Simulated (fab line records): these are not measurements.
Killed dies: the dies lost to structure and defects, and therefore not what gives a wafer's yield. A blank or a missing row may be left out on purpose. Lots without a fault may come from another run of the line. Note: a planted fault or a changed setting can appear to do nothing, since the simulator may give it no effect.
Which tool is to blame? / flow sky130 / 11 lots with 33 wafers sampled at 4 steps, on a route of 708 steps

WHAT EACH GAUGE READ, for each wafer
SKY_CONTACT_CD_MEAS_14: target cd 170 nm.
lot=L600; measured=day 32 02:44; on=cd sem-02; cd nm (nm)=172.1 169.5 168.7
lot=L601; measured=day 32 00:47; on=cd sem-02; cd nm (nm)=169.2 168.7 168.6
lot=L604; measured=day 32 20:07; on=cd sem-02; cd nm (nm)=171.1 170.7 169.5
lot=L607; measured=day 34 12:46; on=cd sem-02; cd nm (nm)=170.0 170.0 171.2
lot=L608; measured=day 36 00:15; on=cd sem-02; cd nm (nm)=170.6 169.8 171.2
lot=L609; measured=day 35 21:34; on=cd sem-01; cd nm (nm)=169.0 169.1 169.6
lot=L615; measured=day 37 13:50; on=cd sem-01; cd nm (nm)=169.6 169.9 169.0
lot=L617; measured=day 37 22:15; on=cd sem-02; cd nm (nm)=169.6 169.6 171.1
lot=L618; measured=day 37 19:47; on=cd sem-02; cd nm (nm)=168.8 170.8 169.5
lot=L619; measured=day 38 09:33; on=cd sem-01; cd nm (nm)=169.4 171.0 169.6
lot=L620; measured=day 38 05:35; on=cd sem-01; cd nm (nm)=169.4 169.6 169.9

TOOL THAT RAN EACH LOT (tool first, then ch and the chambers of the sampled wafers, then the start)
lot=L600; SKY_VT_ADJUST_HVTP_STRIP_10=plasma asher-01 ch 0,1, day 5 22:14; SKY_VT_ADJUST_LVTN_COAT_13=litho track-02 ch 0, day 7 01:01; SKY_VT_ADJUST_LVTN_STRIP_20=plasma asher-02 ch 0,1, day 7 11:01
lot=L601; SKY_VT_ADJUST_HVTP_STRIP_10=plasma asher-03 ch 0,1, day 6 07:08; SKY_VT_ADJUST_LVTN_COAT_13=litho track-01 ch 0, day 7 11:17; SKY_VT_ADJUST_LVTN_STRIP_20=plasma asher-02 ch 0, day 7 22:13
lot=L604; SKY_VT_ADJUST_HVTP_STRIP_10=plasma asher-02 ch 0, day 7 05:38; SKY_VT_ADJUST_LVTN_COAT_13=litho track-01 ch 0, day 8 11:59; SKY_VT_ADJUST_LVTN_STRIP_20=plasma asher-01 ch 0,1, day 8 23:07
lot=L607; SKY_VT_ADJUST_HVTP_STRIP_10=plasma asher-02 ch 0,1, day 8 08:39; SKY_VT_ADJUST_LVTN_COAT_13=litho track-02 ch 0, day 9 17:19; SKY_VT_ADJUST_LVTN_STRIP_20=plasma asher-01 ch 0,1, day 10 04:40
lot=L608; SKY_VT_ADJUST_HVTP_STRIP_10=plasma asher-02 ch 0,1, day 9 05:57; SKY_VT_ADJUST_LVTN_COAT_13=litho track-02 ch 0, day 10 12:11; SKY_VT_ADJUST_LVTN_STRIP_20=plasma asher-01 ch 0,1, day 11 00:19
lot=L609; SKY_VT_ADJUST_HVTP_STRIP_10=plasma asher-02 ch 0,1, day 9 06:49; SKY_VT_ADJUST_LVTN_COAT_13=litho track-03 ch 0, day 10 15:37; SKY_VT_ADJUST_LVTN_STRIP_20=plasma asher-01 ch 0,1, day 11 03:52
lot=L615; SKY_VT_ADJUST_HVTP_STRIP_10=plasma asher-03 ch 0,1, day 10 19:25; SKY_VT_ADJUST_LVTN_COAT_13=litho track-03 ch 0, day 12 06:34; SKY_VT_ADJUST_LVTN_STRIP_20=plasma asher-02 ch 0,1, day 12 19:34
lot=L617; SKY_VT_ADJUST_HVTP_STRIP_10=plasma asher-01 ch 0,1, day 11 05:50; SKY_VT_ADJUST_LVTN_COAT_13=litho track-02 ch 0, day 12 17:32; SKY_VT_ADJUST_LVTN_STRIP_20=plasma asher-04 ch 0,1, day 13 06:49
lot=L618; SKY_VT_ADJUST_HVTP_STRIP_10=plasma asher-02 ch 0,1, day 11 06:19; SKY_VT_ADJUST_LVTN_COAT_13=litho track-03 ch 0, day 12 17:38; SKY_VT_ADJUST_LVTN_STRIP_20=plasma asher-02 ch 0,1, day 13 06:49
lot=L619; SKY_VT_ADJUST_HVTP_STRIP_10=plasma asher-01 ch 0,1, day 11 09:53; SKY_VT_ADJUST_LVTN_COAT_13=litho track-02 ch 0, day 12 22:43; SKY_VT_ADJUST_LVTN_STRIP_20=plasma asher-04 ch 0,1, day 13 11:36
lot=L620; SKY_VT_ADJUST_HVTP_STRIP_10=plasma asher-03 ch 1, day 11 10:23; SKY_VT_ADJUST_LVTN_COAT_13=litho track-01 ch 0, day 13 00:04; SKY_VT_ADJUST_LVTN_STRIP_20=plasma asher-01 ch 0,1, day 13 13:13
- SKY_VT_ADJUST_HVTP_STRIP_10: strips in O2/N2.
- SKY_VT_ADJUST_LVTN_COAT_13: resist thk 1140 nm.
- SKY_VT_ADJUST_LVTN_STRIP_20: strips in O2/N2.

THE ANSWER, worked out from the rows above alone
Rule: the lots themselves supply what counts as usual. The widest of any qualifying gaps counts: lots, ordered by their means at a reading, are off when they make up no more than a third of the lots, leave a main group of 4 or more, and stand apart from it by 3 or more times the standard deviation of that group's means. The tables above print the reading to a certain number of digits; a main group whose means all agree to those digits is not used. A lot without any number at a reading at which 4 lots or more have one is off too. Where the step has rows for the other lots, those lots are counted as sound.
None of the lots is off at any reading shown; this tells nothing.

WHAT THE SIMULATOR PUT IN
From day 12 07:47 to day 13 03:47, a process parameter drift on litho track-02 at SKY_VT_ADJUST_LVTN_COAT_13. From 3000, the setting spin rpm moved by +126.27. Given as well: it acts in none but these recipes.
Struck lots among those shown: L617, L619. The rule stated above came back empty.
